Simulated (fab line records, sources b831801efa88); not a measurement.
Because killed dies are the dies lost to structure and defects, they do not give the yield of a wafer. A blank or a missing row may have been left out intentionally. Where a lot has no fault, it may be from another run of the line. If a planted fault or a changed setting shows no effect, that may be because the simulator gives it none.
Matching of chambers || flow sky130 || SKY_VIA4_ETCH_12 on rieDiel-01 has 4 sister chambers
The step etches SiO2 in C4F8/O2/Ar, stops on TiN, target depth 580 nm. 8 wafers are shown with their chamber, then 6 later ones without.

== WAFERS, EACH WITH ITS CHAMBER ==
{"wafer": "L448.6", "chamber": 3, "oesProductAu (a.u.)": 0.932}
{"wafer": "L450.1", "chamber": 2, "oesProductAu (a.u.)": 0.933}
{"wafer": "L450.3", "chamber": 0, "oesProductAu (a.u.)": 0.927}
{"wafer": "L454.2", "chamber": 1, "oesProductAu (a.u.)": 0.927}
{"wafer": "L454.4", "chamber": 2, "oesProductAu (a.u.)": 0.928}
{"wafer": "L454.5", "chamber": 1, "oesProductAu (a.u.)": 0.937}
{"wafer": "L458.2", "chamber": 3, "oesProductAu (a.u.)": 0.928}
{"wafer": "L458.3", "chamber": 0, "oesProductAu (a.u.)": 0.932}

== WAFERS WITHOUT THEIR CHAMBER ==
{"wafer": "L458.4", "oesProductAu (a.u.)": 0.921}
{"wafer": "L462.6", "oesProductAu (a.u.)": 0.927}
{"wafer": "L463.2", "oesProductAu (a.u.)": 0.930}
{"wafer": "L468.2", "oesProductAu (a.u.)": 0.929}
{"wafer": "L468.4", "oesProductAu (a.u.)": 0.932}
{"wafer": "L468.5", "oesProductAu (a.u.)": 0.921}

== CHAMBER TAKEN BY EACH ==
{"wafer": "L458.4", "from the rows above": "can't be placed: 0 or 3 or 2 or 1", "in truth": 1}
{"wafer": "L462.6", "from the rows above": "can't be placed: 0 or 3 or 2 or 1", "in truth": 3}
{"wafer": "L463.2", "from the rows above": "can't be placed: 3 or 0 or 2 or 1", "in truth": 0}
{"wafer": "L468.2", "from the rows above": "can't be placed: 0 or 3 or 2 or 1", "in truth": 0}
{"wafer": "L468.4", "from the rows above": "can't be placed: 1 or 2 or 3 or 0", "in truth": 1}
{"wafer": "L468.5", "from the rows above": "can't be placed: 0 or 3 or 2 or 1", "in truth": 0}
Correctly placed: 0 of 6. Not placeable from these rows: 6 (in 6, the candidates include the true chamber). 0 placed wrongly.
How it was worked out, from the rows above alone: a wafer's distance from a chamber is the root of the sum, over the readings, of the square of ((its reading less the chamber's mean) divided by the reading's scatter). The wafer belongs to the nearest chamber; if the next one is less than 2 further off, it can't be placed. Each chamber's mean is taken over the wafers shown for it. The scatter: take each reading less its chamber's mean, square it, sum over the shown wafers, divide by the number of wafers less the number of chambers, and take the root.
